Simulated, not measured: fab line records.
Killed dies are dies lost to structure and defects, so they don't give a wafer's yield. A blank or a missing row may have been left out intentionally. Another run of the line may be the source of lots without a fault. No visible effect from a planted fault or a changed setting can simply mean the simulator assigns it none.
Which tool did it? ; flow sky130 ; 12 lots, 36 wafers sampled, at 5 steps of a route of 708

WHAT THE GAUGES READ, wafer by wafer
Not one reading of a measure or inspect step in the record can be checked against a usual standard deviation.

WHICH TOOL RAN EACH LOT (tool, then ch and the chambers of the sampled wafers, then the start)
lot;SKY_VIA3_STRIP_16;SKY_VIA3_SPUTTER_20;SKY_CAP2M_SOFTBAKE_08;SKY_CAP2M_STRIP_14;SKY_PAD_OPEN_PROBE_99
L475;plasma-asher-03 ch 0,1, day 40 02:17;pvd-sputter-02, day 40 02:55;litho-track-04 ch 0, day 40 16:11;plasma-asher-02 ch 0,1, day 41 04:33;prober-01, day 46 06:17
L477;plasma-asher-03 ch 0,1, day 40 19:05;pvd-sputter-01, day 40 20:05;litho-track-01 ch 0, day 41 09:05;plasma-asher-01 ch 0,1, day 41 20:40;prober-01, day 46 20:02
L479;plasma-asher-02 ch 0,1, day 41 12:11;pvd-sputter-04, day 41 12:48;litho-track-04 ch 0, day 42 01:29;plasma-asher-04 ch 0,1, day 42 13:38;prober-02, day 47 09:08
L480;plasma-asher-02 ch 0,1, day 41 21:47;pvd-sputter-04, day 41 22:25;litho-track-01 ch 0, day 42 11:41;plasma-asher-02 ch 0,1, day 42 23:35;prober-01, day 47 19:38
L482;plasma-asher-01 ch 0,1, day 42 13:20;pvd-sputter-04, day 42 13:56;litho-track-01 ch 0, day 43 02:20;plasma-asher-02 ch 0,1, day 43 14:26;prober-01, day 48 08:10
L487;plasma-asher-01 ch 0, day 43 19:56;pvd-sputter-01, day 43 20:35;litho-track-02 ch 0, day 44 09:33;plasma-asher-01 ch 0,1, day 44 21:04;prober-02, day 49 10:40
L490;plasma-asher-02 ch 0,1, day 44 19:02;pvd-sputter-04, day 44 19:37;litho-track-04 ch 0, day 45 06:22;plasma-asher-02 ch 0,1, day 45 17:50;prober-01, day 50 03:09
L492;plasma-asher-03 ch 0,1, day 45 02:38;pvd-sputter-02, day 45 03:14;litho-track-01 ch 0, day 45 14:44;plasma-asher-02 ch 0,1, day 46 01:55;prober-02, day 50 08:14
L494;plasma-asher-03 ch 0,1, day 45 11:59;pvd-sputter-01, day 45 12:35;litho-track-02 ch 0, day 46 00:17;plasma-asher-01 ch 0,1, day 46 11:10;prober-02, day 50 17:23
L496;plasma-asher-03 ch 1, day 46 02:59;pvd-sputter-04, day 46 03:37;litho-track-02 ch 0, day 46 15:15;plasma-asher-02 ch 0,1, day 47 01:37;prober-01, day 51 03:42
L495;plasma-asher-01 ch 0,1, day 46 07:34;pvd-sputter-04, day 46 08:07;litho-track-02 ch 0, day 46 19:30;plasma-asher-02 ch 0,1, day 47 05:05;prober-02, day 51 07:25
L497;plasma-asher-03 ch 0,1, day 46 10:01;pvd-sputter-02, day 46 10:37;litho-track-02 ch 0, day 46 22:26;plasma-asher-01 ch 0,1, day 47 08:29;prober-01, day 51 09:28
- SKY_VIA3_STRIP_16: strips in O2/N2.
- SKY_VIA3_SPUTTER_20: material TiN, target thk 20 nm, time 80 s.
- SKY_CAP2M_SOFTBAKE_08: time 60 s.
- SKY_CAP2M_STRIP_14: strips in O2/N2.
- SKY_PAD_OPEN_PROBE_99

AS READ BY THE TOOLS THEMSELVES (means over the sampled wafers that have a number; for cases with no such wafer, the mark the record gives instead)
SKY_VIA3_STRIP_16.
lot;tool;drypump-motor-current-A (A);oes-product-au (a.u.);strip-time-to-endpoint-s (s)
L475;plasma-asher-03;5.9;0.405;4.13
L477;plasma-asher-03;6.0;0.406;4.16
L479;plasma-asher-02;5.8;0.404;4.11
L480;plasma-asher-02;5.5;0.397;4.10
L482;plasma-asher-01;5.6;0.400;4.15
L487;plasma-asher-01;6.0;0.405;4.13
L490;plasma-asher-02;5.5;0.401;4.13
L492;plasma-asher-03;6.0;0.406;4.16
L494;plasma-asher-03;5.9;0.403;4.16
L496;plasma-asher-03;5.8;0.395;4.18
L495;plasma-asher-01;5.6;0.405;4.14
L497;plasma-asher-03;6.0;0.405;4.15

SKY_VIA3_SPUTTER_20.
lot;tool;throttle-valve-pct (%)
L475;pvd-sputter-02;28.8
L477;pvd-sputter-01;29.7
L479;pvd-sputter-04;29.8
L480;pvd-sputter-04;29.6
L482;pvd-sputter-04;29.6
L487;pvd-sputter-01;29.4
L490;pvd-sputter-04;29.9
L492;pvd-sputter-02;31.0
L494;pvd-sputter-01;29.9
L496;pvd-sputter-04;30.1
L495;pvd-sputter-04;29.6
L497;pvd-sputter-02;30.1

SKY_CAP2M_SOFTBAKE_08.
lot;tool;heater-power-total-W (W);plate-temp-C (C)
L475;litho-track-04;56.57;90.00
L477;litho-track-01;56.60;90.00
L479;litho-track-04;56.66;89.93
L480;litho-track-01;58.17;91.65
L482;litho-track-01;58.16;91.64
L487;litho-track-02;56.60;90.03
L490;litho-track-04;56.60;90.03
L492;litho-track-01;56.58;89.94
L494;litho-track-02;56.56;90.07
L496;litho-track-02;56.57;89.92
L495;litho-track-02;56.62;90.03
L497;litho-track-02;56.63;90.00

SKY_CAP2M_STRIP_14.
lot;tool;drypump-motor-current-A (A);oes-product-au (a.u.);strip-time-to-endpoint-s (s)
L475;plasma-asher-02;5.4;0.707;12.55
L477;plasma-asher-01;5.8;0.716;12.68
L479;plasma-asher-04;5.3;0.710;12.73
L480;plasma-asher-02;5.5;0.712;12.64
L482;plasma-asher-02;5.8;0.714;12.61
L487;plasma-asher-01;5.6;0.704;12.60
L490;plasma-asher-02;5.8;0.711;12.65
L492;plasma-asher-02;5.8;0.712;12.67
L494;plasma-asher-01;5.6;0.708;12.70
L496;plasma-asher-02;5.4;0.705;12.77
L495;plasma-asher-02;5.8;0.711;12.69
L497;plasma-asher-01;5.6;0.707;12.74

SKY_PAD_OPEN_PROBE_99.
lot;tool;defect-limited-yield (%);killed_at_M0_to_M3;killed_at_M4_up;killed-at-contacts;killed-at-front-end;killed-at-other;killed-dies;killed-open;killed-short;sort_bin_3_pad_short (%);sort_bin_5_function (%);sort_bin_6_memory (%);sort-n-pass;sort-yield-pct (%)
L475;prober-01;81.2;49;2.7;23;18;0.7;93;50;43;0.9;11.6;6.3;399;81.2
L477;prober-01;83.9;36;4.0;20;19;0.7;79;44;35;0.7;9.7;5.6;413;83.9
L479;prober-02;81.4;47;1.7;26;16;0.3;92;49;41;1.1;10.9;6.6;400;81.4
L480;prober-01;79.5;52;5.3;28;15;0.3;101;55;46;1.5;11.9;7.2;391;79.5
L482;prober-01;82.9;39;1.0;31;13;0.3;84;50;34;0.3;10.4;6.3;408;82.9
L487;prober-02;83.0;46;3.3;24;10;0.3;84;50;33;0.6;10.8;5.6;408;83.0
L490;prober-01;83.7;44;4.0;19;13;0.3;80;42;38;0.8;10.3;5.2;412;83.7
L492;prober-02;82.9;49;2.0;18;13;2.0;84;45;38;0.6;10.3;6.2;408;82.9
L494;prober-02;81.5;45;3.3;25;17;0.7;91;50;41;0.7;11.6;6.2;401;81.5
L496;prober-01;82.4;45;3.3;24;14;1.0;86;51;36;0.7;10.6;6.2;406;82.4
L495;prober-02;81.5;52;5.3;20;14;0.3;91;49;42;0.7;11.4;6.4;401;81.5
L497;prober-01;81.6;46;1.7;26;16;0.3;90;48;42;0.8;11.4;6.2;402;81.6

THE ANSWER, worked out from the rows above alone
Rule: the usual values come from the lots themselves. The widest of any qualifying gaps counts: lots, ordered by their means at a reading, are off when they make up no more than a third of the lots, leave a main group of 4 or more, and stand apart from it by 3 or more times the standard deviation of that group's means. The tables above print the reading to a certain number of digits; a main group whose means all agree to those digits is not used. Also off: a lot with no number at a reading for which 4 or more lots have one. All remaining lots with rows at the step are treated as sound. Order of review: gauges by route order, followed by the tools' own readings, for which a lot's mean as printed above is used. At the first step where some lot is off, the reading lying furthest off is the one used; lots without a number count as furthest.
Off: L480, L482 (SKY_CAP2M_SOFTBAKE_08, heater-power-total-W). For the main group the mean is 56.60 W and the standard deviation 0.029.
If a tool, at that step or one of the process steps before it, ran each lot that is off and ran no sound lot following the first of them, it fits. None of those tried fits.

WHAT THE SIMULATOR HAD INSERTED
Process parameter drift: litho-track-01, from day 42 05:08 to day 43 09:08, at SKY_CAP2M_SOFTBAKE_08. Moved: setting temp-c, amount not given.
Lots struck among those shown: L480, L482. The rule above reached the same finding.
